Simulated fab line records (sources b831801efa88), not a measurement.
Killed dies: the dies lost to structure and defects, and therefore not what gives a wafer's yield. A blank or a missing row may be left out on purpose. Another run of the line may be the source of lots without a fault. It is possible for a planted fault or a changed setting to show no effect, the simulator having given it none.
fab line records | flow sky130
record lots=13 wafers=39 last-day=50
route steps=708 shown RES_XHIGH@360 LI_CONTACT@377 LOCAL_INTERCONNECT@398 PAD_OPEN@708
lots that met no fault: taken from a fault-free run of the same line
start-h: hours from the record's first day to the start of the lot's first wafer shown | wait-h: how many hours have passed since the lot's step before this one | " repeats the value in the row above | L1.1+2: one row covering several wafers at once | - no value, or no start given | * or withheld: withheld | < > ~ a bound
route shown NAME@n: names a module that has steps shown in the file, with the first one's number in the route | usual: mean/standard deviation of fault-free wafers | same: alike in all rows | chamber/n: place in a boat | sites: the reading at each site | _std_site: standard deviation of those values | _edge_site: outer sites' mean less inner sites' | radius-mm: how far each site lies from the wafer's centre | mask NAME#n: copy n | behind: tool/chamber where the wafer was last shaped | hold: what put the lot on hold/how long, in hours/how the hold closed | device: whichever transistor did not switch (one of n, p or np) | end of line: the route-end tests of the same wafers | a step with no rows: only its recipe | killed: dies that structure and defects cost at the first sort, which is not the same as the wafer's yield | map: a wafer's dies, x killed, . not, _ none there
set.NAME: the setting as run; set.NAME@STEP: as run at that earlier step | model.NAME: the simulator's own value behind a step, which no gauge read
one table for each step of the route and one row for each wafer, over a sample of lots
services: a tool's chamber out of use, with start hour (start-h, from the record's first day; less than 0 if before it), hours out, and reason
## steps
# step SKY_SD_N_RS_MEAS_18
# recipe thk-meas-gauge=four-point-probe
# usual RES_XHIGH_RS=333.8/1.1
# columns lot.wafer tool chamber start-h wait-h RES_XHIGH_RS[ohm/sq]
L659.1 film-metro-03 - 644.70 0.1 334.8
L659.2 " - " " 334.7
L659.3 " - " " 334.3
L661.4 film-metro-04 - 664.76 0.1 334.6
L661.5 " - " " 333.8
L661.6 " - " " 334.5
L667.1 film-metro-04 - 727.49 0.1 333.7
L667.3 " - " " 335.1
L667.6 " - " " 334.4
L668.3 film-metro-03 - 734.23 0.1 335.6
L668.4 " - " " 334.7
L668.5 " - " " 336.0
L670.1 film-metro-04 - 742.09 0.1 332.7
L670.4 " - " " 332.6
L670.5 " - " " 332.7
L671.2 film-metro-01 - 744.91 0.1 334.0
L671.3 " - " " 335.2
L671.4 " - " " 335.2
L672.1 film-metro-01 - 753.99 0.1 331.9
L672.3 " - " " 333.0
L672.4 " - " " 332.3
L673.3 film-metro-01 - 762.38 0.1 334.0
L673.4 " - " " 333.8
L673.6 " - " " 333.6
L674.3 film-metro-01 - 766.49 0.1 334.3
L674.4 " - " " 332.9
L674.6 " - " " 332.5
L675.2 film-metro-04 - 773.41 0.1 334.5
L675.3 " - " " 334.2
L675.4 " - " " 333.0
L678.1 film-metro-04 - 809.74 0.1 334.7
L678.3 " - " " 334.4
L678.5 " - " " 333.8
L681.1 film-metro-03 - 816.05 0.1 333.2
L681.2 " - " " 334.7
L681.4 " - " " 333.5
L682.1 film-metro-01 - 824.94 0.1 334.8
L682.4 " - " " 333.6
L682.5 " - " " 333.8
# step SKY_LI_CONTACT_ETCH_15
# recipe target=PSG chemistry=C4F8/O2/Ar stop-on=Si taper-deg=4.15 mask-material=KrF-thick source-w=1500 bias-w=1200 pressure-mtorr=40 c4f8-flow-sccm=withheld O2_flow_sccm=6 Ar_flow_sccm=300 time-s=withheld target-depth-a=6000
# usual oes-product-au=0.836/0.0043
# columns lot.wafer tool chamber start-h wait-h oes-product-au
L659.1 rie-diel-03 0 673.56 0.0 0.834
L659.2 " 1 " " 0.836
L659.3 " 3 " " 0.838
L661.4 rie-diel-03 3 693.51 0.0 0.829
L661.5 " 1 " " 0.837
L661.6 " 2 " " 0.845
L667.1 rie-diel-01 0 754.71 0.0 0.835
L667.3 " 1 " " 0.828
L667.6 " 0 " " 0.829
L668.3 rie-diel-02 0 762.69 0.0 0.835
L668.4 " 1 " " 0.843
L668.5 " 1 " " 0.830
L670.1 rie-diel-03 2 770.06 0.0 0.830
L670.4 " 1 " " 0.839
L670.5 " 2 " " 0.842
L671.2 rie-diel-03 0 772.41 0.0 0.834
L671.3 " 2 " " 0.832
L671.4 " 1 " " 0.839
L672.1 rie-diel-02 0 781.79 0.0 0.839
L672.3 " 3 " " 0.842
L672.4 " 0 " " 0.844
L673.3 rie-diel-02 2 789.71 0.0 0.839
L673.4 " 0 " " 0.834
L673.6 " 3 " " 0.841
L674.3 rie-diel-03 0 793.71 0.0 0.838
L674.4 " 1 " " 0.838
L674.6 " 1 " " 0.843
L675.2 rie-diel-03 2 800.31 0.0 0.840
L675.3 " 3 " " 0.830
L675.4 " 0 " " 0.843
L678.1 rie-diel-02 0 836.66 0.0 0.827
L678.3 " 2 " " 0.831
L678.5 " 0 " " 0.839
L681.1 rie-diel-01 2 843.36 0.0 0.835
L681.2 " 0 " " 0.842
L681.4 " 0 " " 0.829
L682.1 rie-diel-03 0 852.67 0.0 0.840
L682.4 " 1 " " 0.837
L682.5 " 0 " " 0.837
# step SKY_LI_CONTACT_CVD_21
# recipe material=W target-thk-nm=400 time-s=120.56 temp-c=400 pressure-torr=40
# usual chamber-pressure-Torr=40.01/0.088 heater-power-outer-w=485/29 heater-power-w=797/25
# columns lot.wafer tool chamber start-h wait-h chamber-pressure-Torr heater-power-outer-w heater-power-w
L659.1 cvd-w-01 0 674.08 0.0 40.07 519 849
L659.2 " 1 " " 40.10 436 781
L659.3 " 0 " " 40.02 513 823
L661.4 cvd-w-01 0 694.25 0.1 39.97 516 845
L661.5 " 1 " " 39.94 449 789
L661.6 " 0 " " 40.01 523 833
L667.1 cvd-w-02 1 755.23 0.0 39.88 502 817
L667.3 " 0 " " 40.00 478 765
L667.6 " 1 " " 39.90 491 794
L668.3 cvd-w-01 1 763.42 0.1 39.95 452 813
L668.4 " 0 " " 40.00 537 828
L668.5 " 0 " " 39.95 504 827
L670.1 cvd-w-02 1 770.60 0.0 - - -
L670.4 " 1 " " - - -
L670.5 " 0 " " - - -
L671.2 cvd-w-02 1 772.93 0.0 - - -
L671.3 " 0 " " - - -
L671.4 " 1 " " - - -
L672.1 cvd-w-02 1 782.32 0.0 40.07 498 803
L672.3 " 1 " " 39.85 500 779
L672.4 " 0 " " 40.07 458 763
L673.3 cvd-w-01 0 790.28 0.1 39.92 535 860
L673.4 " 1 " " 40.09 434 777
L673.6 " 0 " " 39.92 515 815
L674.3 cvd-w-02 1 794.29 0.1 40.09 507 797
L674.4 " 0 " " 39.87 479 770
L674.6 " 0 " " 40.02 475 770
L675.2 cvd-w-02 1 800.84 0.0 40.00 509 805
L675.3 " 1 " " 40.02 502 814
L675.4 " 0 " " 40.11 465 791
L678.1 cvd-w-02 0 837.18 0.0 39.90 463 774
L678.3 " 1 " " 40.11 516 822
L678.5 " 0 " " 40.00 465 780
L681.1 cvd-w-02 0 843.89 0.0 39.97 465 775
L681.2 " 1 " " 39.96 506 800
L681.4 " 0 " " 39.92 473 778
L682.1 cvd-w-02 1 853.18 0.0 40.06 501 796
L682.4 " 0 " " 40.07 467 769
L682.5 " 1 " " 40.09 503 786
# step SKY_LI_CONTACT_RS_MEAS_22
# recipe thk-meas-gauge=four-point-probe reads=W_of_LI_CONTACT_CVD_21+TiN_of_LI_CONTACT_SPUTTER_20+Ti_of_LI_CONTACT_SPUTTER_19
# usual LI_CONTACT_W_RS=0.2859/0.003
# columns lot.wafer tool chamber start-h wait-h hold LI_CONTACT_W_RS[ohm/sq]
L659.1 film-metro-01 - 674.21 0.1 - 0.2848
L659.2 " - " " - 0.2853
L659.3 " - " " - 0.2820
L661.4 film-metro-01 - 694.39 0.1 - 0.2854
L661.5 " - " " - 0.2858
L661.6 " - " " - 0.2837
L667.1 film-metro-04 - 755.36 0.1 - 0.2904
L667.3 " - " " - 0.2895
L667.6 " - " " - 0.2942
L668.3 film-metro-01 - 763.54 0.1 - 0.2863
L668.4 " - " " - 0.2825
L668.5 " - " " - 0.2850
L670.1 film-metro-01 - 770.72 0.1 await-dispo/0.2h/release 25.465
L670.4 " - " " await-dispo/0.2h/release 25.320
L670.5 " - " " await-dispo/0.2h/release 25.505
L670.1 film-metro-01 - 771.01 0.3 - 25.488
L670.4 " - " " - 25.337
L670.5 " - " " - 25.435
L671.2 film-metro-01 - 773.07 0.1 await-dispo/0.2h/release 25.187
L671.3 " - " " await-dispo/0.2h/release 24.926
L671.4 " - " " await-dispo/0.2h/release 25.453
L671.2 film-metro-01 - 773.36 0.3 - 25.129
L671.3 " - " " - 24.998
L671.4 " - " " - 25.503
L672.1 film-metro-03 - 782.45 0.1 - 0.2924
L672.3 " - " " - 0.2906
L672.4 " - " " - 0.2846
L673.3 film-metro-01 - 790.41 0.1 - 0.2808
L673.4 " - " " - 0.2880
L673.6 " - " " - 0.2806
L674.3 film-metro-01 - 794.41 0.1 - 0.2870
L674.4 " - " " - 0.2836
L674.6 " - " " - 0.2860
L675.2 film-metro-01 - 800.99 0.1 - 0.2818
L675.3 " - " " - 0.2854
L675.4 " - " " - 0.2807
L678.1 film-metro-03 - 837.30 0.1 - 0.2894
L678.3 " - " " - 0.2940
L678.5 " - " " - 0.2890
L681.1 film-metro-03 - 844.02 0.1 - 0.2863
L681.2 " - " " - 0.2888
L681.4 " - " " - 0.2844
L682.1 film-metro-01 - 853.31 0.1 - 0.2906
L682.4 " - " " - 0.2867
L682.5 " - " " - 0.2888
# step SKY_LOCAL_INTERCONNECT_CD_MEAS_11
# recipe target-cd-nm=170
# usual cd-nm=169.3/1.4
# columns lot.wafer tool chamber start-h wait-h cd-nm
L659.1 cd-sem-01 - 702.36 - 167.2
L659.2 " - " " 168.1
L659.3 " - " " 169.0
L661.4 cd-sem-02 - 722.97 - 167.0
L661.5 " - " " 168.1
L661.6 " - " " 168.0
L667.1 cd-sem-02 - 782.96 - 168.0
L667.3 " - " " 169.7
L667.6 " - " " 170.3
L668.3 cd-sem-01 - 791.03 - 168.9
L668.4 " - " " 169.2
L668.5 " - " " 170.3
L672.1 cd-sem-02 - 809.69 - 169.9
L672.3 " - " " 169.2
L672.4 " - " " 171.0
L673.3 cd-sem-01 - 817.70 - 172.8
L673.4 " - " " 173.6
L673.6 " - " " 172.6
L674.3 cd-sem-01 - 821.60 - 168.8
L674.4 " - " " 167.6
L674.6 " - " " 167.9
L675.2 cd-sem-01 - 827.63 - 168.1
L675.3 " - " " 167.6
L675.4 " - " " 168.1
L678.1 cd-sem-02 - 864.71 - 169.7
L678.3 " - " " 170.5
L678.5 " - " " 170.3
L681.1 cd-sem-02 - 871.24 - 167.7
L681.2 " - " " 167.6
L681.4 " - " " 168.2
L682.1 cd-sem-02 - 879.21 - 170.1
L682.4 " - " " 169.8
L682.5 " - " " 170.4
# step SKY_PAD_OPEN_PROBE_99
# usual defect-limited-yield=82.7/2.1 killed_at_M0_to_M3=43/7.2 killed_at_M4_up=3.2/1.8 killed-at-contacts=23/5.6 killed-at-front-end=15/4.6 killed-at-other=0.3/0.71 killed-dies=85/10 killed-open=46/7.8 killed-short=38/6.5 sort_bin_3_pad_short=0.8/0.38 sort_bin_5_function=10.2/1.5 sort_bin_6_memory=6.3/1.2 sort-n-pass=407/10 sort-yield-pct=82.7/2.1
# same gross-dies=492 killed-at-back-side=0 sort_bin_4_leakage[%]=0 sort_bin_8_speed[%]=0
# columns lot.wafer tool chamber start-h wait-h defect-limited-yield[%] killed_at_M0_to_M3 killed_at_M4_up killed-at-contacts killed-at-front-end killed-at-other killed-dies killed-open killed-short sort_bin_3_pad_short[%] sort_bin_5_function[%] sort_bin_6_memory[%] sort-n-pass sort-yield-pct[%]
L659.1 prober-01 - 1073.98 0.1 85.4 28 6 21 17 0 72 33 39 1.0 7.5 6.1 420 85.4
L659.2 prober-01 - 1074.03 0.1 80.5 43 2 27 23 1 96 56 38 1.0 9.6 8.9 396 80.5
L659.3 prober-01 - 1074.08 0.2 85.8 24 3 19 24 0 70 26 43 0.8 8.9 4.5 422 85.8
L667.1 prober-02 - 1132.23 0.1 83.9 40 3 20 16 0 79 42 37 0.8 9.3 5.9 413 83.9
L667.3 prober-02 - 1132.33 0.2 83.7 39 4 21 15 1 80 44 36 0.6 8.7 6.9 412 83.7
L667.6 prober-02 - 1132.48 0.2 82.5 44 3 26 13 0 86 46 40 0.8 10.2 6.5 406 82.5
L668.3 prober-02 - 1139.29 0.2 82.3 44 4 22 17 0 87 42 45 0.4 11.2 6.1 405 82.3
L668.4 prober-02 - 1139.34 0.2 83.7 40 4 19 16 1 80 32 46 1.0 11.0 4.3 412 83.7
L668.5 prober-02 - 1139.39 0.2 81.7 44 3 24 19 0 90 41 49 1.0 10.2 7.1 402 81.7
L672.1 prober-02 - 1153.44 0.1 85.4 37 2 22 11 0 72 42 30 0.6 7.7 6.3 420 85.4
L672.4 prober-02 - 1153.59 0.2 82.9 38 1 37 8 0 84 59 25 1.2 9.6 6.3 408 82.9
L675.2 prober-01 - 1165.49 0.1 84.3 35 3 25 14 0 77 38 38 0.6 9.3 5.7 415 84.3
L675.3 prober-01 - 1165.54 0.2 81.1 46 3 29 14 1 93 49 43 1.6 11.4 5.9 399 81.1
L675.4 prober-01 - 1165.59 0.2 85.0 40 2 22 9 1 74 46 27 0.4 9.8 4.9 418 85.0
L681.1 prober-01 - 1194.18 0.1 87.6 32 1 15 13 0 61 32 29 0.4 6.5 5.5 431 87.6
L681.2 prober-01 - 1194.23 0.1 83.7 48 5 17 10 0 80 40 39 0.4 10.4 5.5 412 83.7
L681.4 prober-01 - 1194.33 0.2 86.6 37 3 9 16 1 66 39 27 0.4 7.7 5.3 426 86.6
# killed by level:class
L659.1 CONTACT:geometric-particle:open=7 FIELD_ISO:geometric-particle:short=6 LI_CONTACT:geometric-particle:open=5 CONTACT:geometric-particle:short=5 METAL1:geometric-particle:short=5 VIA2:geometric-particle:open=5 LOCAL_INTERCONNECT:geometric-particle:short=4 FIELD_ISO:geometric-particle:open=4
L659.2 CONTACT:geometric-particle:open=10 VIA1:geometric-particle:open=9 VIA2:geometric-particle:open=7 VIA1:geometric-particle:short=7 LI_CONTACT:geometric-particle:open=6 FIELD_ISO:geometric-particle:open=5 POLY_GATE:geometric-particle:open=5 CONTACT:geometric-particle:short=5
L659.3 FIELD_ISO:geometric-particle:short=12 CONTACT:geometric-particle:open=8 POLY_GATE:geometric-particle:short=6 VIA3:geometric-particle:open=5 LI_CONTACT:geometric-particle:short=3 LI_CONTACT:geometric-particle:open=3 LOCAL_INTERCONNECT:geometric-particle:short=3 METAL2:geometric-particle:short=3
L667.1 CONTACT:geometric-particle:open=7 METAL1:geometric-particle:short=6 VIA1:geometric-particle:open=6 VIA2:geometric-particle:open=6 SPACER:geometric-particle:open=5 LI_CONTACT:geometric-particle:open=5 VIA1:geometric-particle:short=5 VIA3:geometric-particle:short=4
L667.3 VIA2:geometric-particle:open=6 LI_CONTACT:geometric-particle:open=6 CONTACT:geometric-particle:short=6 VIA1:geometric-particle:open=6 METAL1:geometric-particle:open=5 VIA1:geometric-particle:short=5 VIA3:geometric-particle:short=4 VIA3:geometric-particle:open=4
L667.6 VIA1:geometric-particle:open=11 LOCAL_INTERCONNECT:geometric-particle:short=9 VIA2:geometric-particle:open=8 CONTACT:geometric-particle:open=8 VIA1:geometric-particle:short=6 METAL2:geometric-particle:short=6 VIA2:geometric-particle:short=5 CONTACT:geometric-particle:short=5
L668.3 CONTACT:geometric-particle:open=9 FIELD_ISO:geometric-particle:short=7 VIA3:geometric-particle:open=7 METAL1:geometric-particle:short=6 VIA3:geometric-particle:short=5 LOCAL_INTERCONNECT:geometric-particle:short=5 VIA1:geometric-particle:open=5 METAL2:geometric-particle:short=5
L668.4 VIA1:geometric-particle:short=9 CONTACT:geometric-particle:short=7 METAL1:geometric-particle:short=6 VIA1:geometric-particle:open=6 CONTACT:geometric-particle:open=5 LI_CONTACT:geometric-particle:open=5 FIELD_ISO:geometric-particle:short=4 VIA2:geometric-particle:open=4
L668.5 METAL2:geometric-particle:short=10 VIA3:geometric-particle:open=8 LI_CONTACT:geometric-particle:short=7 LI_CONTACT:geometric-particle:open=7 CONTACT:geometric-particle:short=5 VIA1:geometric-particle:open=5 VIA1:geometric-particle:short=5 SPACER:geometric-particle:open=4
L672.1 VIA1:geometric-particle:open=11 LI_CONTACT:geometric-particle:open=8 VIA2:geometric-particle:open=7 CONTACT:geometric-particle:short=5 VIA3:geometric-particle:open=5 FIELD_ISO:geometric-particle:short=4 CONTACT:geometric-particle:open=4 FIELD_ISO:geometric-particle:open=2
L672.4 CONTACT:geometric-particle:open=17 LI_CONTACT:geometric-particle:open=10 VIA2:geometric-particle:open=10 VIA3:geometric-particle:open=8 VIA1:geometric-particle:open=6 LOCAL_INTERCONNECT:geometric-particle:short=5 CONTACT:geometric-particle:short=5 VIA3:geometric-particle:short=5
L675.2 LI_CONTACT:geometric-particle:open=8 VIA3:geometric-particle:open=7 VIA1:geometric-particle:open=7 VIA1:geometric-particle:short=6 CONTACT:geometric-particle:open=6 LI_CONTACT:geometric-particle:short=4 LOCAL_INTERCONNECT:geometric-particle:short=4 METAL3:geometric-particle:short=4
L675.3 VIA1:geometric-particle:open=11 LI_CONTACT:geometric-particle:open=9 METAL1:geometric-particle:short=7 LOCAL_INTERCONNECT:geometric-particle:short=6 CONTACT:geometric-particle:open=6 VIA2:geometric-particle:open=6 VIA1:geometric-particle:short=5 LI_CONTACT:geometric-particle:short=5
L675.4 VIA1:geometric-particle:open=15 CONTACT:geometric-particle:open=7 LI_CONTACT:geometric-particle:open=6 VIA3:geometric-particle:open=6 CONTACT:geometric-particle:short=5 VIA2:geometric-particle:open=5 POLY_GATE:geometric-particle:open=3 METAL2:geometric-particle:short=3
L681.1 VIA1:geometric-particle:open=8 LI_CONTACT:geometric-particle:open=7 METAL1:geometric-particle:short=5 CONTACT:geometric-particle:open=4 VIA1:geometric-particle:short=4 FIELD_ISO:geometric-particle:short=3 FIELD_ISO:geometric-particle:open=3 POLY_GATE:geometric-particle:short=3
L681.2 VIA1:geometric-particle:open=13 VIA2:geometric-particle:open=6 METAL2:geometric-particle:short=6 METAL3:geometric-particle:short=6 LI_CONTACT:geometric-particle:open=5 VIA2:geometric-particle:short=5 VIA3:geometric-particle:open=5 VIA3:geometric-particle:short=4
L681.4 VIA1:geometric-particle:open=11 VIA3:geometric-particle:open=5 VIA2:geometric-particle:open=5 POLY_GATE:geometric-particle:open=4 POLY_GATE:geometric-particle:short=4 METAL2:geometric-particle:short=4 FIELD_ISO:geometric-particle:short=3 FIELD_ISO:geometric-particle:open=3
## services
# columns tool chamber start-h hours kind
rie-diel-01 0 689.34 1.3 repair
cvd-w-02 1 697.69 5.1 repair
rie-diel-02 3 702.58 9.9 repair
cvd-w-01 - 706.18 0.5 repair
rie-diel-01 0 710.38 - clean
rie-diel-01 0 710.38 20.6 scheduled-down
rie-diel-01 0 710.38 20.6 vent-cycle
rie-diel-03 0 717.88 15.3 repair
rie-diel-01 1 731.02 - clean
rie-diel-01 - 734.06 0.6 repair
cvd-w-02 - 752.31 0.3 repair
rie-diel-03 1 752.99 5.0 repair
cvd-w-01 0 754.57 4.1 repair
rie-diel-02 2 763.35 - clean
rie-diel-02 2 763.35 19.9 scheduled-down
rie-diel-02 2 763.35 19.9 vent-cycle
cvd-w-01 - 770.69 0.9 repair
rie-diel-01 - 774.10 0.3 repair
rie-diel-01 - 787.82 15.6 pm
rie-diel-03 0 806.83 4.2 repair
rie-diel-03 - 809.67 0.3 repair
rie-diel-03 0 812.43 3.7 repair
rie-diel-02 - 816.89 6.3 repair
rie-diel-03 0 831.37 6.7 repair
## key
first-sign step=SKY_LI_CONTACT_CVD_21 reading=tool-record direction=missing
effect step=SKY_LI_CONTACT_RS_MEAS_22 reading=visit direction=added
effect step=SKY_LI_CONTACT_RS_MEAS_22 reading=LI_CONTACT_W_RS direction=up sigmas=99+ usual=0.2859 struck=25.310
met-at SKY_LI_CONTACT_CVD_21
struck-lots L670,L671
scrapped-behind SKY_LI_CONTACT_RS_MEAS_22 L670.1,L670.4,L670.5,L671.2,L671.3,L671.4
not-acting-at SKY_SD_N_RS_MEAS_18,SKY_LI_CONTACT_ETCH_15,SKY_LOCAL_INTERCONNECT_CD_MEAS_11
onset-between 755.23 770.60
fault kind=skipped-step-whole tool=cvd-w-02 chamber=- onset-h=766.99 steps=SKY_LI_CONTACT_CVD_21 scope=struck-lots-only
